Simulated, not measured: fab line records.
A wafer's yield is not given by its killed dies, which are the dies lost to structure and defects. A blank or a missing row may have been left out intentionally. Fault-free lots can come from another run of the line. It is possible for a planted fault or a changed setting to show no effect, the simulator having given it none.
Lot-split experiment -- flow gf180mcu -- 23 wafers read from 5 lots, route of 602 steps

SPLIT DETAILS
At GF_CONTACT_CMP_04 (polishes SiO2), the setting leave-above-ref-nm was moved away from the recipe's 560 nm on 10 of the 23 wafers read, by -5.0% to +3.3%. For the rest of the wafers, this setting stayed at what the recipe calls for.

The reading comes from the split's own step.

THE READING
SiO2_of_CONTACT_CVD_02.thk-nm (the simulator's own value, which no gauge read), in nm, at GF_CONTACT_CMP_04 (polishes SiO2). The file gives no usual value for it. Here, 13 wafers ran the recipe; their average is 560.2 nm with a standard deviation of 1.3 nm.

wafer,"tool, chamber at the split","leave-above-ref-nm as run, nm",against the recipe,"SiO2_of_CONTACT_CVD_02.thk-nm, nm",against lot-mates on the recipe
L075.3,"cmp-02, 0",574.7,+2.6%,574.1,+15.9
L075.2,"cmp-02, 1",560,recipe,559.4,-
L075.1,"cmp-02, 2",560,recipe,557.1,-
L075.5,"cmp-02, 0",574.7,+2.6%,575.1,+16.9
L075.6,"cmp-02, 1",574.7,+2.6%,573.3,+15.0
L077.4,"cmp-01, 3",560,recipe,559.9,-
L077.2,"cmp-01, 0",537.9,-3.9%,540.8,-19.5
L077.3,"cmp-01, 1",560,recipe,559.8,-
L077.5,"cmp-01, 3",560,recipe,561.2,-
L077.6,"cmp-01, 0",537.9,-3.9%,539.9,-20.4
L080.3,"cmp-01, 2",560,recipe,559.7,-
L080.1,"cmp-01, 0",560,recipe,562.1,-
L080.6,"cmp-01, 3",560,recipe,560.4,-
L082.1,"cmp-02, 2",578.7,+3.3%,577.5,+17.9
L082.3,"cmp-02, 3",578.7,+3.3%,578.3,+18.7
L082.2,"cmp-02, 1",560,recipe,559.2,-
L082.5,"cmp-02, 2",578.7,+3.3%,578,+18.4
L082.6,"cmp-02, 3",560,recipe,560,-
L085.3,"cmp-02, 1",560,recipe,560.7,-
L085.1,"cmp-02, 2",532,-5.0%,532,-29.3
L085.2,"cmp-02, 0",560,recipe,562.2,-
L085.5,"cmp-02, 1",560,recipe,561.1,-
L085.6,"cmp-02, 2",532,-5.0%,532.4,-28.9

FIT RESULTS
A straight line over all 23 wafers: SiO2_of_CONTACT_CVD_02.thk-nm changes by +5.35 nm for each +1% of leave-above-ref-nm; r = +1.00; the points scatter about the line by 1.2 nm.
The same after taking each lot's own level away (the mean of its wafers on the recipe; 23 wafers): +5.6 nm for each +1%; r = +1.00; scatter 1.1 nm.
According to that fit, moving leave-above-ref-nm by its largest amount changes the reading by 28 nm.
Across the lots, their own levels run from 558.25 to 561.33 nm, a range of 2.4 times the standard deviation given above.
The two slopes agree, so the slope changes little with the lot-to-lot level.
Check: -27.4 nm against its lot-mates is what the line predicts for one of the wafers moved furthest among these (-5.0%) when that wafer is left out of the fit. Against them it came out at -29.3 nm.

OTHER SPLITS APPLIED TO THESE WAFERS
These wafers also went through other splits before the reading. Each is held against what the fit with the lots' levels taken away leaves over:
other split on the same wafers,wafers away from the commonest value,r with SiO2_of_CONTACT_CVD_02.thk-nm (lot level and that fit taken away)
GF_SAB_CVD_00 time-s,7,-0.04
GF_SAB_ETCH_11 source-w,11,+0.32

FILE'S OWN FIT
SiO2_of_CONTACT_CVD_02.thk-nm changes by +5.59 nm for each +1% of leave-above-ref-nm, r = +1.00.
